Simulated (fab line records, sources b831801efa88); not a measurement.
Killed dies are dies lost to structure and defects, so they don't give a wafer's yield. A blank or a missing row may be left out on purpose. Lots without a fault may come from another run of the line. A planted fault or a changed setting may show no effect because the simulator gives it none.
A struck lot beside a sound one | flow sky130 | 15 steps out of a route of 708
Sound: wafers L838.2, L838.3, L838.5. Struck: wafer L849.3. (L849.2, L849.5 of the same lot were not struck and are left out.) The cause comes at the end.
At each step with rows: each side's tool, then ch and its chambers, then its first start. Under that, the readings that differ: sound wafers | struck wafers | difference of the means | sigmas: that difference in standard deviations of wafers without a fault.
alike: readings whose means differ by less than 2 such deviations, and words and numbers that are the same on both sides. not compared: withheld readings, readings that some wafer has no value for, bounds like >300 that may hide the same value, and numbers for which the record gives no deviation and whose values overlap.
The two part at a step that has a row with sigmas, a row that says differs or no value, or rows on one side only. Numbers that don't overlap but have no deviation are shown without sigmas and don't part them. A reading that every wafer of one side lacks parts them only if that side has two wafers or more.

first, 8 steps without rows for these wafers: SKY_CONTACT_DEHYDRATE_06 (time 60 s); SKY_CONTACT_HMDS_07 (prime time 60 s); SKY_CONTACT_COAT_08 (resist thk 60 nm); SKY_CONTACT_COAT_09 (resist thk 450 nm); SKY_CONTACT_SOFTBAKE_10 (time 90 s); SKY_CONTACT_EXPOSE_11 (exposes mask CTM1, target cd 170 nm); SKY_CONTACT_PEB_12; SKY_CONTACT_DEVELOP_13 (develop time 60 s).
SKY_CONTACT_CD_MEAS_14: target cd 170 nm.
  sound on cd_sem-02, day 31 10:55; struck on cd_sem-02, day 35 13:06
  reading    | sound             | struck | difference | sigmas
  cd_nm (nm) | 169.1 170.6 170.6 | 173.5  | +3.4       | +2
SKY_CONTACT_OVL_MEAS_15:
  sound on overlay-02, day 31 11:01; struck on overlay-01, day 35 13:12
  reading          | sound   | struck | difference | sigmas
  CONTACT_OVL (nm) | 17 10 9 | -6     | -18        | -4
SKY_CONTACT_ETCH_16: etches BARC in N2/H2, stops on SiO2, time 45.9 s, target depth 60 nm.
  sound on rie_diel-03 ch 2,3, day 31 11:03; struck on rie_diel-01 ch 2, day 35 13:14
  reading                     | sound       | struck | difference | sigmas
  drypump_motor_current_A (A) | 6.0 4.9 4.9 | 6.4    | +1.1       | +3
  alike: oes_product_au, throttle_valve_pct
  not compared: rf_hours_counter_h
SKY_CONTACT_ETCH_17: etches SiO2 in C4F8/O2/Ar, stops on Si3N4, target depth 340 nm.
  sound on rie_diel-03 ch 2,3, day 31 11:05; struck on rie_diel-01 ch 2, day 35 13:17
  alike: oes_product_au
SKY_CONTACT_ETCH_18: etches Si3N4 in CHF3/O2, stops on TiN, time 39 s, target depth 75 nm.
  sound on rie_diel-03 ch 2,3, day 31 11:00; struck on rie_diel-01 ch 2, day 35 13:00
  reading                                        | sound             | struck | difference | sigmas
  drypump_motor_current_A (A)                    | 5.9 4.9 4.8       | 6.4    | +1.2       | +3
  model.KrF-thick_of_CONTACT_COAT_09.thk_nm (nm) | 242.6 242.6 243.4 | 255.5  | +12.6      |
  alike: oes_product_au, throttle_valve_pct
  not compared: rf_hours_counter_h
SKY_CONTACT_STRIP_19: strips in O2/N2.
  sound on plasma_asher-03 ch 1, day 31 11:11; struck on plasma_asher-03 ch 1, day 35 13:22
  reading                      | sound          | struck | difference | sigmas
  strip_time_to_endpoint_s (s) | 3.62 3.60 3.63 | 3.75   | +0.13      | +4
  alike: drypump_motor_current_A, oes_product_au
  not compared: rf_hours_counter_h
then, 1 step without rows for these wafers: SKY_CONTACT_STRIP_20 (strips in post etch residue remover, time 1200 s).

WHERE THEY PART
First at SKY_CONTACT_CD_MEAS_14; last, within this record, at SKY_CONTACT_STRIP_19.

WHY: what the simulator had put in
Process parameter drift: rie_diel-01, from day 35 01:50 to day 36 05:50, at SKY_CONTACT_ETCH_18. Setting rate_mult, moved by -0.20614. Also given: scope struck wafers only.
